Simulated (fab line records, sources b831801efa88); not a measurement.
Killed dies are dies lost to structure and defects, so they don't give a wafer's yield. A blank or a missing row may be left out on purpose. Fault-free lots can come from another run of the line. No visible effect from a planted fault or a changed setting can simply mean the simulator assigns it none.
fab line records + flow sky130
record
- lots=12
- wafers=36
- lastDay=49
route steps=708 shown NWELL@67 VT_ADJUST_HVTP@92 VT_ADJUST_LVTN@116 PAD_OPEN@708
lots untouched by any fault: they come from a run of this same line in which no faults occurred
startH: start of the lot's first displayed wafer, in hours after the record's first day + waitH: hours since the lot's step before + " unchanged from the row above + L1.1+2: a single row standing in for several wafers + - either no value or no given start + * or withheld: withheld + < > ~ a bound
route shown NAME@n: names a module that has steps shown in the file, with the first one's number in the route + usual: mean and standard deviation over wafers with no fault + same: alike in all rows + chamber/n: place in a boat + sites: per-site readings + _std_site: their standard deviation + _edge_site: outer sites' mean less inner sites' + radiusMm: how far each site lies from the wafer's centre + mask NAME#n: copy n + behind: the tool/chamber that last shaped the wafer + hold: why the lot went on hold/how many hours it stayed there/how the hold came to an end + device: names the non-switching transistor (n, p or np) + end of line: tests of these same wafers at the route's end + a step with no rows: only its recipe + killed: dies lost to structure and defects at the first sort, not the wafer's yield + map: shows each die of a wafer: x if killed, . if not, _ if none is there
set.NAME: the setting that was run; set.NAME@STEP: the one run at that earlier step + model.NAME: the simulator's own value behind a step, which no gauge read
route steps across a sampled set of lots; one table per step, one row per wafer
services: a tool's chamber out of use, with start hour (startH, from the record's first day; less than 0 if before it), hours out, and reason
## steps
# step SKY_NWELL_STRIP_14
# recipe
- chemistry=O2/N2
- powerW=1400
- pressureMtorr=1500
- platenTempC=withheld
- o2FlowSccm=3000
- n2FlowSccm=300
- overashFraction=0.5
# usual
- chamberPressureMTorr=1500.0/1.3
- drypumpMotorCurrentA=5.65/0.2
- n2FlowSccm=300.1/0.89
- oesProductAu=0.723/0.0046
- stripTimeToEndpointS=36.93/0.13
| lot.wafer | tool           | chamber | startH | waitH | chamberPressureMTorr | drypumpMotorCurrentA | n2FlowSccm | oesProductAu | rfHoursCounterH | stripTimeToEndpointS |
|-----------|----------------|---------|--------|-------|----------------------|----------------------|------------|--------------|-----------------|----------------------|
| L974.2    | plasmaAsher-02 | 1       | 86.61  | 0.1   | 1498.3               | 5.25                 | 300.2      | 0.726        | 38              | 36.75                |
| L974.3    | "              | 1       | "      | "     | 1502.4               | 5.24                 | 298.9      | 0.722        | -               | 36.81                |
| L974.4    | "              | 0       | "      | "     | 1499.4               | 5.78                 | 299.5      | 0.723        | -               | 36.63                |
| L975.1    | plasmaAsher-01 | 1       | 93.65  | 0.1   | 1499.3               | 5.46                 | 299.6      | 0.723        | 42              | 37.14                |
| L975.5    | "              | 1       | "      | "     | 1499.3               | 5.46                 | 301.8      | 0.720        | -               | 36.94                |
| L975.6    | "              | 0       | "      | "     | 1500.0               | 5.60                 | 299.9      | 0.723        | -               | 37.12                |
| L976.2    | plasmaAsher-01 | 1       | 105.16 | 0.1   | 1499.4               | 5.45                 | 301.5      | 0.715        | 43              | 36.93                |
| L976.3    | "              | 1       | "      | "     | 1498.3               | 5.45                 | 301.2      | 0.724        | -               | 36.83                |
| L976.5    | "              | 1       | "      | "     | 1499.8               | 5.45                 | 301.0      | 0.723        | -               | 36.98                |
| L978.1    | plasmaAsher-04 | 1       | 112.41 | 0.1   | 1501.0               | 5.94                 | 300.8      | 0.713        | 45              | 37.04                |
| L978.4    | "              | 1       | "      | "     | 1502.2               | 5.97                 | 301.1      | 0.716        | -               | 37.07                |
| L978.6    | "              | 1       | "      | "     | 1501.1               | 5.93                 | 300.1      | 0.721        | -               | 37.08                |
| L982.2    | plasmaAsher-04 | 1       | 133.97 | 0.1   | 1502.4               | 5.97                 | 299.2      | 0.721        | 48              | 37.09                |
| L982.5    | "              | 1       | "      | "     | 1499.7               | 5.97                 | 298.4      | 0.721        | -               | 37.03                |
| L982.6    | "              | 0       | "      | "     | 1500.2               | 5.65                 | 300.4      | 0.724        | -               | 36.91                |
| L985.3    | plasmaAsher-01 | 1       | 147.90 | 0.1   | 1500.0               | 5.45                 | 298.7      | 0.720        | -               | 36.97                |
| L985.5    | "              | 0       | "      | "     | 1500.3               | 5.56                 | 299.8      | 0.723        | -               | 37.01                |
| L985.6    | "              | 1       | "      | "     | 1499.6               | 5.45                 | 299.5      | 0.724        | -               | 36.86                |
| L987.1    | plasmaAsher-01 | 1       | 162.95 | 0.1   | 1498.7               | 5.48                 | 299.4      | 0.725        | 6               | 36.96                |
| L987.2    | "              | 0       | "      | "     | 1502.0               | 5.59                 | 299.0      | 0.718        | 6               | 36.91                |
| L987.4    | "              | 1       | "      | "     | 1499.9               | 5.46                 | 300.4      | 0.730        | -               | 36.89                |
| L988.2    | plasmaAsher-02 | 0       | 171.95 | 0.1   | 1500.7               | 5.76                 | 301.5      | 0.716        | 48              | 37.05                |
| L988.3    | "              | 0       | "      | "     | 1500.4               | 5.71                 | 302.9      | 0.720        | -               | 37.08                |
| L988.6    | "              | 1       | "      | "     | 1499.9               | 5.27                 | 299.1      | 0.723        | -               | 37.08                |
| L989.4    | plasmaAsher-04 | 1       | 184.80 | 0.1   | 1502.4               | 5.96                 | 299.4      | 0.720        | -               | 36.95                |
| L989.5    | "              | 0       | "      | "     | 1501.9               | 5.66                 | 299.3      | 0.727        | -               | 36.95                |
| L989.6    | "              | 1       | "      | "     | 1497.6               | 5.97                 | 299.1      | 0.726        | -               | 36.94                |
| L993.1    | plasmaAsher-01 | 0       | 198.42 | 0.1   | 1499.9               | 5.61                 | 298.9      | 0.723        | 10              | 36.88                |
| L993.2    | "              | 1       | "      | "     | 1499.9               | 5.44                 | 299.8      | 0.725        | 10              | 36.78                |
| L993.6    | "              | 1       | "      | "     | 1499.9               | 5.45                 | 300.6      | 0.715        | -               | 36.91                |
| L995.2    | plasmaAsher-01 | 1       | 205.30 | 0.1   | 1498.9               | 5.47                 | 300.9      | 0.721        | 10              | 37.08                |
| L995.4    | "              | 1       | "      | "     | 1499.0               | 5.47                 | 300.4      | 0.724        | -               | 37.00                |
| L995.5    | "              | 0       | "      | "     | 1502.1               | 5.59                 | 299.7      | 0.723        | -               | 37.10                |
| L994.1    | plasmaAsher-01 | 0       | 206.30 | 0.1   | 1498.8               | 5.54                 | 299.9      | 0.723        | 10              | 36.95                |
| L994.5    | "              | 0       | "      | "     | 1499.6               | 5.55                 | 299.7      | 0.722        | -               | 36.87                |
| L994.6    | "              | 1       | "      | "     | 1502.0               | 5.47                 | 300.2      | 0.725        | -               | 36.82                |
# step SKY_VT_ADJUST_HVTP_CD_MEAS_07
# recipe
- targetCdNm=380
# usual
- cdNm=380.5/2.5
| lot.wafer | tool     | chamber | startH | waitH | cdNm  |
|-----------|----------|---------|--------|-------|-------|
| L974.2    | cdSem-01 | -       | 122.90 | 0.1   | 376.0 |
| L974.3    | "        | -       | "      | "     | 376.8 |
| L974.4    | "        | -       | "      | "     | 376.7 |
| L975.1    | cdSem-02 | -       | 128.51 | 0.1   | 382.3 |
| L975.5    | "        | -       | "      | "     | 383.4 |
| L975.6    | "        | -       | "      | "     | 382.7 |
| L976.2    | cdSem-01 | -       | 142.03 | 0.1   | 381.1 |
| L976.3    | "        | -       | "      | "     | 379.0 |
| L976.5    | "        | -       | "      | "     | 380.6 |
| L978.1    | cdSem-02 | -       | 148.53 | 0.1   | 378.2 |
| L978.4    | "        | -       | "      | "     | 379.4 |
| L978.6    | "        | -       | "      | "     | 375.3 |
| L982.2    | cdSem-01 | -       | 174.57 | 0.1   | 374.7 |
| L982.5    | "        | -       | "      | "     | 378.1 |
| L982.6    | "        | -       | "      | "     | 376.6 |
| L985.3    | cdSem-02 | -       | 190.32 | 0.1   | 379.1 |
| L985.5    | "        | -       | "      | "     | 380.4 |
| L985.6    | "        | -       | "      | "     | 379.5 |
| L987.1    | cdSem-01 | -       | 205.98 | 0.1   | 378.4 |
| L987.2    | "        | -       | "      | "     | 380.2 |
| L987.4    | "        | -       | "      | "     | 377.8 |
| L988.2    | cdSem-02 | -       | 213.93 | 0.1   | 380.3 |
| L988.3    | "        | -       | "      | "     | 381.2 |
| L988.6    | "        | -       | "      | "     | 383.2 |
| L989.4    | cdSem-02 | -       | 229.42 | 0.1   | 383.7 |
| L989.5    | "        | -       | "      | "     | 380.2 |
| L989.6    | "        | -       | "      | "     | 381.2 |
| L993.1    | cdSem-01 | -       | 243.88 | 0.1   | 381.7 |
| L993.2    | "        | -       | "      | "     | 378.8 |
| L993.6    | "        | -       | "      | "     | 381.4 |
| L995.2    | cdSem-01 | -       | 249.65 | 0.1   | 381.1 |
| L995.4    | "        | -       | "      | "     | 381.4 |
| L995.5    | "        | -       | "      | "     | 381.3 |
| L994.1    | cdSem-02 | -       | 251.68 | 0.1   | 379.6 |
| L994.5    | "        | -       | "      | "     | 380.9 |
| L994.6    | "        | -       | "      | "     | 382.6 |
# step SKY_VT_ADJUST_HVTP_OVL_MEAS_08
# usual
- VT_ADJUST_HVTP_OVL=-0.3/1.3
| lot.wafer | tool       | chamber | startH | waitH | VT_ADJUST_HVTP_OVL[nm] |
|-----------|------------|---------|--------|-------|------------------------|
| L974.2    | overlay-01 | -       | 123.01 | 0.1   | -1.5                   |
| L974.3    | "          | -       | "      | "     | -1.8                   |
| L974.4    | "          | -       | "      | "     | -0.9                   |
| L975.1    | overlay-02 | -       | 128.63 | 0.1   | 0.6                    |
| L975.5    | "          | -       | "      | "     | -1.5                   |
| L975.6    | "          | -       | "      | "     | -1.3                   |
| L976.2    | overlay-01 | -       | 142.14 | 0.1   | 1.4                    |
| L976.3    | "          | -       | "      | "     | 0.1                    |
| L976.5    | "          | -       | "      | "     | -0.5                   |
| L978.1    | overlay-01 | -       | 148.65 | 0.1   | 2.1                    |
| L978.4    | "          | -       | "      | "     | 1.1                    |
| L978.6    | "          | -       | "      | "     | -0.1                   |
| L982.2    | overlay-01 | -       | 174.68 | 0.1   | 0.5                    |
| L982.5    | "          | -       | "      | "     | 2.3                    |
| L982.6    | "          | -       | "      | "     | 1.1                    |
| L985.3    | overlay-01 | -       | 190.41 | 0.1   | 0.7                    |
| L985.5    | "          | -       | "      | "     | -1.0                   |
| L985.6    | "          | -       | "      | "     | 0.3                    |
| L987.1    | overlay-01 | -       | 206.10 | 0.1   | -0.3                   |
| L987.2    | "          | -       | "      | "     | 0.1                    |
| L987.4    | "          | -       | "      | "     | 0.0                    |
| L988.2    | overlay-01 | -       | 214.04 | 0.1   | -1.4                   |
| L988.3    | "          | -       | "      | "     | -0.3                   |
| L988.6    | "          | -       | "      | "     | -2.2                   |
| L989.4    | overlay-02 | -       | 229.50 | 0.1   | -0.7                   |
| L989.5    | "          | -       | "      | "     | 0.7                    |
| L989.6    | "          | -       | "      | "     | 0.5                    |
| L993.1    | overlay-01 | -       | 244.00 | 0.1   | -2.1                   |
| L993.2    | "          | -       | "      | "     | 0.7                    |
| L993.6    | "          | -       | "      | "     | -0.4                   |
| L995.2    | overlay-01 | -       | 249.76 | 0.1   | -1.3                   |
| L995.4    | "          | -       | "      | "     | 0.9                    |
| L995.5    | "          | -       | "      | "     | -1.9                   |
| L994.1    | overlay-01 | -       | 251.80 | 0.1   | -0.3                   |
| L994.5    | "          | -       | "      | "     | -0.1                   |
| L994.6    | "          | -       | "      | "     | -0.9                   |
# step SKY_VT_ADJUST_LVTN_IMPLANT_19
# recipe
- species=B
- energyKev=30
- doseCm2=6.5e+11
- tiltDeg=withheld
# usual
- beamEnergyKeV=30.001/0.01
| lot.wafer | tool         | chamber | startH | waitH | beamEnergyKeV |
|-----------|--------------|---------|--------|-------|---------------|
| L974.2    | implanter-01 | 0       | 161.54 | 0.0   | 29.997        |
| L974.3    | "            | 0       | "      | "     | 30.000        |
| L974.4    | "            | 0       | "      | "     | 30.004        |
| L975.1    | implanter-03 | 0       | 168.10 | 0.0   | 29.984        |
| L975.5    | "            | 0       | "      | "     | 30.005        |
| L975.6    | "            | 0       | "      | "     | 29.991        |
| L976.2    | implanter-01 | 0       | 182.79 | 0.0   | 30.016        |
| L976.3    | "            | 0       | "      | "     | 30.005        |
| L976.5    | "            | 0       | "      | "     | 30.003        |
| L978.1    | implanter-01 | 0       | 190.15 | 0.0   | 30.011        |
| L978.4    | "            | 0       | "      | "     | 29.993        |
| L978.6    | "            | 0       | "      | "     | 30.012        |
| L982.2    | implanter-02 | 0       | 217.74 | 0.0   | 29.997        |
| L982.5    | "            | 0       | "      | "     | 29.993        |
| L982.6    | "            | 0       | "      | "     | 29.986        |
| L985.3    | implanter-03 | 0       | 234.70 | 0.1   | 29.987        |
| L985.5    | "            | 0       | "      | "     | 29.978        |
| L985.6    | "            | 0       | "      | "     | 29.989        |
| L987.1    | implanter-01 | 0       | 250.97 | 0.0   | 30.003        |
| L987.2    | "            | 0       | "      | "     | 30.002        |
| L987.4    | "            | 0       | "      | "     | 30.006        |
| L988.2    | implanter-01 | 0       | 260.63 | 0.0   | 30.001        |
| L988.3    | "            | 0       | "      | "     | 30.002        |
| L988.6    | "            | 0       | "      | "     | 30.014        |
| L989.4    | implanter-02 | 0       | 276.93 | 0.1   | 29.995        |
| L989.5    | "            | 0       | "      | "     | 29.998        |
| L989.6    | "            | 0       | "      | "     | 30.003        |
| L993.1    | implanter-03 | 0       | 292.00 | 0.0   | 30.001        |
| L993.2    | "            | 0       | "      | "     | 29.986        |
| L993.6    | "            | 0       | "      | "     | 29.998        |
| L995.2    | implanter-03 | 0       | 298.82 | 0.0   | 29.999        |
| L995.4    | "            | 0       | "      | "     | 29.999        |
| L995.5    | "            | 0       | "      | "     | 30.009        |
| L994.1    | implanter-03 | 0       | 301.50 | 0.0   | 30.012        |
| L994.5    | "            | 0       | "      | "     | 29.993        |
| L994.6    | "            | 0       | "      | "     | 30.009        |
# step SKY_VT_ADJUST_LVTN_TW_MEAS_21
# usual
- VT_ADJUST_LVTN_2_TW=186.9/1.8
| lot.wafer | tool         | chamber | startH | waitH | VT_ADJUST_LVTN_2_TW |
|-----------|--------------|---------|--------|-------|---------------------|
| L974.2    | filmMetro-02 | -       | 161.78 | 0.1   | 185.7               |
| L974.3    | "            | -       | "      | "     | 187.0               |
| L974.4    | "            | -       | "      | "     | 185.6               |
| L975.1    | filmMetro-02 | -       | 168.35 | 0.1   | 184.8               |
| L975.5    | "            | -       | "      | "     | 184.1               |
| L975.6    | "            | -       | "      | "     | 184.9               |
| L976.2    | filmMetro-04 | -       | 183.03 | 0.1   | 185.7               |
| L976.3    | "            | -       | "      | "     | 185.5               |
| L976.5    | "            | -       | "      | "     | 186.3               |
| L978.1    | filmMetro-01 | -       | 190.40 | 0.1   | 188.4               |
| L978.4    | "            | -       | "      | "     | 188.6               |
| L978.6    | "            | -       | "      | "     | 188.4               |
| L982.2    | filmMetro-02 | -       | 217.98 | 0.1   | 186.8               |
| L982.5    | "            | -       | "      | "     | 188.0               |
| L982.6    | "            | -       | "      | "     | 187.0               |
| L985.3    | filmMetro-02 | -       | 234.92 | 0.1   | 187.6               |
| L985.5    | "            | -       | "      | "     | 186.2               |
| L985.6    | "            | -       | "      | "     | 186.3               |
| L987.1    | filmMetro-02 | -       | 251.22 | 0.1   | 177.0               |
| L987.2    | "            | -       | "      | "     | 176.6               |
| L987.4    | "            | -       | "      | "     | 176.6               |
| L988.2    | filmMetro-01 | -       | 260.86 | 0.1   | 179.3               |
| L988.3    | "            | -       | "      | "     | 180.5               |
| L988.6    | "            | -       | "      | "     | 179.1               |
| L989.4    | filmMetro-02 | -       | 277.13 | 0.1   | 186.2               |
| L989.5    | "            | -       | "      | "     | 186.4               |
| L989.6    | "            | -       | "      | "     | 186.2               |
| L993.1    | filmMetro-01 | -       | 292.25 | 0.1   | 190.7               |
| L993.2    | "            | -       | "      | "     | 190.3               |
| L993.6    | "            | -       | "      | "     | 190.3               |
| L995.2    | filmMetro-04 | -       | 299.06 | 0.1   | 185.7               |
| L995.4    | "            | -       | "      | "     | 185.9               |
| L995.5    | "            | -       | "      | "     | 186.7               |
| L994.1    | filmMetro-02 | -       | 301.75 | 0.1   | 185.1               |
| L994.5    | "            | -       | "      | "     | 184.5               |
| L994.6    | "            | -       | "      | "     | 184.3               |
# step SKY_PAD_OPEN_PROBE_99
# usual
- killed_at_M0_to_M3=42/7.5
- killed_at_M4_up=3.2/1.7
- killedAtContacts=24/5.1
- killedAtFrontEnd=15/4.1
- killedAtOther=0.3/0.58
- killedDies=85/8.9
- killedOpen=46/6.4
- killedShort=39/6
# same
- grossDies=492
- killedAtBackSide=0
| lot.wafer | tool      | chamber | startH  | waitH | killed_at_M0_to_M3 | killed_at_M4_up | killedAtContacts | killedAtFrontEnd | killedAtOther | killedDies | killedOpen | killedShort |
|-----------|-----------|---------|---------|-------|--------------------|-----------------|------------------|------------------|---------------|------------|------------|-------------|
| L995.2    | prober-01 | -       | 1184.70 | 0.1   | 36                 | 2               | 14               | 17               | 0             | 69         | 43         | 25          |
| L995.4    | prober-01 | -       | 1184.80 | 0.2   | 61                 | 3               | 15               | 21               | 0             | 100        | 50         | 50          |
| L995.5    | prober-01 | -       | 1184.85 | 0.2   | 32                 | 3               | 21               | 10               | 0             | 66         | 38         | 27          |
| L994.1    | prober-02 | -       | 1186.85 | 0.1   | 52                 | 9               | 19               | 14               | 1             | 95         | 44         | 50          |
| L994.5    | prober-02 | -       | 1187.05 | 0.2   | 41                 | 2               | 25               | 14               | 0             | 82         | 42         | 40          |
| L994.6    | prober-02 | -       | 1187.10 | 0.2   | 41                 | 4               | 27               | 10               | 0             | 82         | 45         | 37          |
# killed by level:class
L995.2 VIA1:geometricParticle:open=9 LI_CONTACT:geometricParticle:open=7 VIA3:geometricParticle:open=7 CONTACT:geometricParticle:open=5 VIA2:geometricParticle:open=5 FIELD_ISO:geometricParticle:short=4 METAL2:geometricParticle:short=3 FIELD_ISO:geometricParticle:open=2
L995.4 VIA3:geometricParticle:open=13 VIA2:geometricParticle:open=7 POLY_GATE:geometricParticle:short=7 CONTACT:geometricParticle:open=7 VIA1:geometricParticle:open=7 VIA2:geometricParticle:short=6 VIA3:geometricParticle:short=6 METAL1:geometricParticle:short=6
L995.5 VIA1:geometricParticle:open=11 LI_CONTACT:geometricParticle:open=8 LOCAL_INTERCONNECT:geometricParticle:short=6 VIA1:geometricParticle:short=5 CONTACT:geometricParticle:open=4 VIA3:geometricParticle:open=4 VIA2:geometricParticle:open=3 FIELD_ISO:geometricParticle:open=2
L994.1 VIA1:geometricParticle:open=14 METAL1:geometricParticle:short=6 METAL2:geometricParticle:short=6 CONTACT:geometricParticle:short=5 CONTACT:geometricParticle:open=5 VIA3:geometricParticle:short=5 METAL4:geometricParticle:short=5 POLY_GATE:geometricParticle:short=4
L994.5 METAL2:geometricParticle:short=10 CONTACT:geometricParticle:open=10 VIA3:geometricParticle:open=8 VIA1:geometricParticle:open=6 METAL1:geometricParticle:short=5 LI_CONTACT:geometricParticle:short=5 FIELD_ISO:geometricParticle:short=4 FIELD_ISO:geometricParticle:open=4
L994.6 CONTACT:geometricParticle:open=11 VIA1:geometricParticle:open=10 VIA2:geometricParticle:open=8 LI_CONTACT:geometricParticle:open=5 METAL1:geometricParticle:short=5 VIA1:geometricParticle:short=5 METAL2:geometricParticle:short=5 FIELD_ISO:geometricParticle:short=4
## services
| tool           | chamber | startH | hours | kind      |
|----------------|---------|--------|-------|-----------|
| plasmaAsher-04 | -       | 73.52  | 14.6  | pm        |
| plasmaAsher-02 | -       | 79.76  | 3.7   | repair    |
| implanter-02   | -       | 80.70  | 1.7   | repair    |
| implanter-02   | -       | 87.36  | 3.1   | repair    |
| implanter-02   | -       | 88.90  | 15.2  | repair    |
| plasmaAsher-01 | -       | 108.79 | 9.0   | pm        |
| plasmaAsher-01 | 0       | 108.79 | 9.0   | ventCycle |
| plasmaAsher-01 | 1       | 108.79 | 9.0   | ventCycle |
| plasmaAsher-01 | 0       | 117.79 | -     | clean     |
| plasmaAsher-01 | 1       | 117.79 | -     | clean     |
| implanter-02   | -       | 145.40 | 4.6   | repair    |
| plasmaAsher-02 | -       | 146.76 | 0.5   | repair    |
| implanter-02   | -       | 180.64 | 0.8   | repair    |
| plasmaAsher-02 | -       | 185.47 | 13.6  | repair    |
| plasmaAsher-01 | -       | 191.64 | 2.0   | repair    |
| implanter-03   | -       | 209.13 | 2.0   | repair    |
| implanter-03   | -       | 227.16 | 5.1   | repair    |
| implanter-03   | -       | 279.13 | 4.1   | repair    |
| plasmaAsher-02 | -       | 284.48 | 5.2   | repair    |
| implanter-03   | -       | 294.46 | 1.4   | repair    |
## key
firstSign
- step=SKY_VT_ADJUST_LVTN_TW_MEAS_21
- reading=VT_ADJUST_LVTN_2_TW
- direction=down
- sigmas=4.9
- usual=186.9
- struck=178.2
effect none on later readings
metAt SKY_VT_ADJUST_LVTN_IMPLANT_19
struckLots L987,L988
testerLeftOut L987,L988
notActingAt SKY_NWELL_STRIP_14,SKY_VT_ADJUST_HVTP_CD_MEAS_07,SKY_VT_ADJUST_HVTP_OVL_MEAS_08
onsetBetween 190.15 250.97
fault
- kind=processParameterDrift
- tool=implanter-01
- chamber=-
- onsetH=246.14
- steps=SKY_VT_ADJUST_LVTN_IMPLANT_19
- channel=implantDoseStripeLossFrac
- offset=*
- shape=step
- endH=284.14
# testerLeftOut: of these lots the tester's yield and bins aren't shown, on N5 and GAA mostly nor the transistor test; their killed dies are dies lost to structure and defects alone, not to doping, threshold or leakage, so they don't give the yield
